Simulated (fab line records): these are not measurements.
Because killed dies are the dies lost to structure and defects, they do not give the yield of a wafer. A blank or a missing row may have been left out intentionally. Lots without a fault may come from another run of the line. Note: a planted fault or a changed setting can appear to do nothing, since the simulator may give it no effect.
Which tool was responsible? ; flow sky130 ; Sampling: 13 lots, 39 wafers, 5 of 708 route steps

== WHAT EACH GAUGE READ, for each wafer ==
SKY_FIELD_ISO_CD_MEAS_13: the cd target is 150 nm. Usual: cd-nm 150.2 nm, standard deviation 1.6.
lot;measured;on;cd-nm (nm);flag
L679;day 2 07:38;cd-sem-02;149.3 151.2 150.7;
L680;day 2 14:22;cd-sem-01;149.9 150.5 149.3;
L681;day 2 21:03;cd-sem-01;152.0 151.2 151.9;
L682;day 3 00:38;cd-sem-02;148.2 147.8 149.1;
L683;day 3 01:00;cd-sem-01;149.8 149.0 147.3;
L684;day 3 06:35;cd-sem-02;152.7 154.8 154.3;
L692;day 5 02:11;cd-sem-02;151.6 150.5 151.7;
L694;day 5 10:32;cd-sem-02;153.1 152.2 151.6;
L695;day 5 16:49;cd-sem-02;150.2 150.5 150.1;
L696;day 5 20:48;cd-sem-02;150.4 148.9 149.7;
L697;day 6 01:14;cd-sem-01;149.5 149.8 147.8;
L698;day 6 06:44;cd-sem-02;148.8 149.4 148.8;
L699;day 6 13:13;cd-sem-02;149.8 148.4 148.9;

SKY_VT_ADJUST_LVTN_TW_MEAS_10. Usual: for VT_ADJUST_LVTN_TW the level is 242.7 and the standard deviation is 0.93.
lot;measured;on;VT_ADJUST_LVTN_TW;flag
L679;day 6 21:25;film-metro-01;243.6 243.1 243.1;
L680;day 7 05:55;film-metro-01;243.7 242.7 243.9;
L681;day 7 13:26;film-metro-03;243.2 242.4 244.7;
L682;day 7 22:07;film-metro-03;241.7 241.2 243.0;
L683;day 8 00:26;film-metro-03;240.9 242.2 242.3;
L684;day 8 09:09;film-metro-04;242.4 241.9 242.9;
L692;day 10 11:34;film-metro-03;206.6 207.6 206.9 208.3 206.9 207.0;OFF
L694;day 10 21:25;film-metro-01;207.2 208.3 207.4 208.0 208.2 208.3;OFF
L695;day 11 05:05;film-metro-04;243.4 242.4 244.3;
L696;day 11 09:19;film-metro-03;242.8 243.1 243.9;
L697;day 11 15:37;film-metro-01;242.5 242.7 242.8;
L698;day 11 21:58;film-metro-01;243.5 241.6 243.2;
L699;day 12 05:36;film-metro-01;244.0 242.7 244.3;

SKY_VT_ADJUST_NCORE_TW_MEAS_11. Usual: for VT_ADJUST_NCORE_TW the level is 219.8 and the standard deviation is 0.88.
lot;measured;on;VT_ADJUST_NCORE_TW;flag
L679;day 8 13:37;film-metro-01;218.7 220.4 221.0;
L680;day 8 22:32;film-metro-01;219.6 221.1 220.0;
L681;day 9 06:35;film-metro-03;220.4 219.6 219.3;
L682;day 9 17:10;film-metro-03;220.7 219.0 220.2;
L683;day 9 19:05;film-metro-03;220.4 219.5 220.9;
L684;day 10 05:03;film-metro-03;219.7 219.6 219.0;
L692;day 12 08:32;film-metro-03;220.0 220.5 219.1;
L694;day 12 19:32;film-metro-02;219.3 218.9 218.6;
L695;day 13 03:17;film-metro-02;218.7 219.2 219.7;
L696;day 13 08:05;film-metro-03;219.6 219.4 220.1;
L697;day 13 12:38;film-metro-03;220.3 219.5 219.7;
L698;day 13 21:23;film-metro-02;218.8 218.5 219.1;
L699;day 14 04:40;film-metro-02;218.5 219.9 220.3;

SKY_SONOS_ONO_THK_MEAS_05. Usual: for SONOS_ONO_CVD_04_THK the level is 5.75 nm and the standard deviation is 0.12.
lot;measured;on;SONOS_ONO_CVD_04_THK (nm);flag
L679;day 11 15:55;film-metro-03;5.80 5.67 5.67;
L680;day 12 00:56;film-metro-03;5.90 5.88 5.86;
L681;day 12 14:22;film-metro-02;5.83 5.78 5.88;
L682;day 12 20:44;film-metro-02;5.55 5.60 5.57;
L683;day 12 21:59;film-metro-01;6.04 6.04 6.10;
L684;day 13 05:53;film-metro-03;5.71 5.71 5.72;
L692;day 15 21:29;film-metro-02;5.57 5.68 5.67;
L694;day 16 12:16;film-metro-03;5.75 5.57 5.82;
L695;day 17 01:11;film-metro-02;5.72 5.69 5.77;
L696;day 17 01:15;film-metro-02;5.86 5.76 5.81;
L697;day 17 09:39;film-metro-03;5.50 5.55 5.53;
L698;day 17 17:53;film-metro-03;5.78 5.81 5.83;
L699;day 18 00:06;film-metro-03;5.81 5.72 5.73;

== TOOL THAT RAN EACH LOT (tool first, then ch and the chambers of the sampled wafers, then the start) ==
lot;SKY_VT_ADJUST_LVTN_IMPLANT_08
L679;implanter-04 ch 0, day 6 21:10
L680;implanter-01 ch 0, day 7 05:40
L681;implanter-01 ch 0, day 7 13:12
L682;implanter-01 ch 0, day 7 21:52
L683;implanter-03 ch 0, day 8 00:12
L684;implanter-04 ch 0, day 8 08:57
L692;implanter-04 ch 0, day 10 11:20
L694;implanter-04 ch 0, day 10 21:11
L695;implanter-03 ch 0, day 11 04:51
L696;implanter-03 ch 0, day 11 09:05
L697;implanter-01 ch 0, day 11 15:22
L698;implanter-03 ch 0, day 11 21:43
L699;implanter-03 ch 0, day 12 05:21
- SKY_VT_ADJUST_LVTN_IMPLANT_08

== AS READ BY THE TOOLS THEMSELVES (means over the sampled wafers that have a number; for cases with no such wafer, the mark the record gives instead) ==
SKY_VT_ADJUST_LVTN_IMPLANT_08. Usual: dose-ions-cm2 1.57e+12, standard deviation 1.8e+09; faraday-current-uA 8.85, standard deviation 0.18.
lot;tool;dose-ions-cm2;faraday-current-uA;flag
L679;implanter-04;1.57e+12;8.71;
L680;implanter-01;1.57e+12;8.87;
L681;implanter-01;1.57e+12;8.87;
L682;implanter-01;1.57e+12;8.85;
L683;implanter-03;1.57e+12;8.93;
L684;implanter-04;1.57e+12;8.89;
L692;implanter-04;9.07e+11;5.09;OFF
L694;implanter-04;9.09e+11;5.14;OFF
L695;implanter-03;1.57e+12;8.82;
L696;implanter-03;1.57e+12;8.77;
L697;implanter-01;1.57e+12;8.92;
L698;implanter-03;1.57e+12;8.85;
L699;implanter-03;1.57e+12;8.85;

== THE ANSWER, worked out from the rows above alone ==
Rule: a lot is off if the mean of its wafers that have a number lies more than 3 standard deviations from the usual mean. A lot without any number at a reading at which 4 lots or more have one is off too. Any other lot the step has rows for is counted as sound. After the gauges, taken in route order, come the tools' own readings; for these a lot's mean is taken, as printed above. At the first step where some lot is off, the reading lying furthest off is the one used; lots without a number count as furthest.
Off: L692, L694, seen at SKY_VT_ADJUST_LVTN_TW_MEAS_10 (VT_ADJUST_LVTN_TW).
A tool fits if, at a process step before that reading, it ran every lot that is off, and no sound lot after the first of them. The gauges at SKY_VT_ADJUST_LVTN_TW_MEAS_10 aren't tried: what is off there is off at SKY_VT_ADJUST_LVTN_IMPLANT_08 too, on other tools, and a gauge's error can't cause that. One candidate fits, namely implanter-04 at SKY_VT_ADJUST_LVTN_IMPLANT_08. Its last sound lot is L684 (day 8 08:57), its first lot that is off L692 (day 10 11:20): a fault that began between those two fits.
The tool's own readings at SKY_VT_ADJUST_LVTN_IMPLANT_08 bear it out: on the lots that are off they differ by more than 5 times the standard deviation of the sound lots' means. dose-ions-cm2 reads 9.08e+11 there against 1.57e+12 on the sound lots; faraday-current-uA reads 5.12 there against 8.85 on the sound lots.

== WHAT THE SIMULATOR HAD PUT IN ==
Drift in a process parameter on implanter-04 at SKY_VT_ADJUST_LVTN_IMPLANT_08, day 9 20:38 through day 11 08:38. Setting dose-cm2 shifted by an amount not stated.
Shown lots that were struck: L692, L694. The rule above reached the same finding.
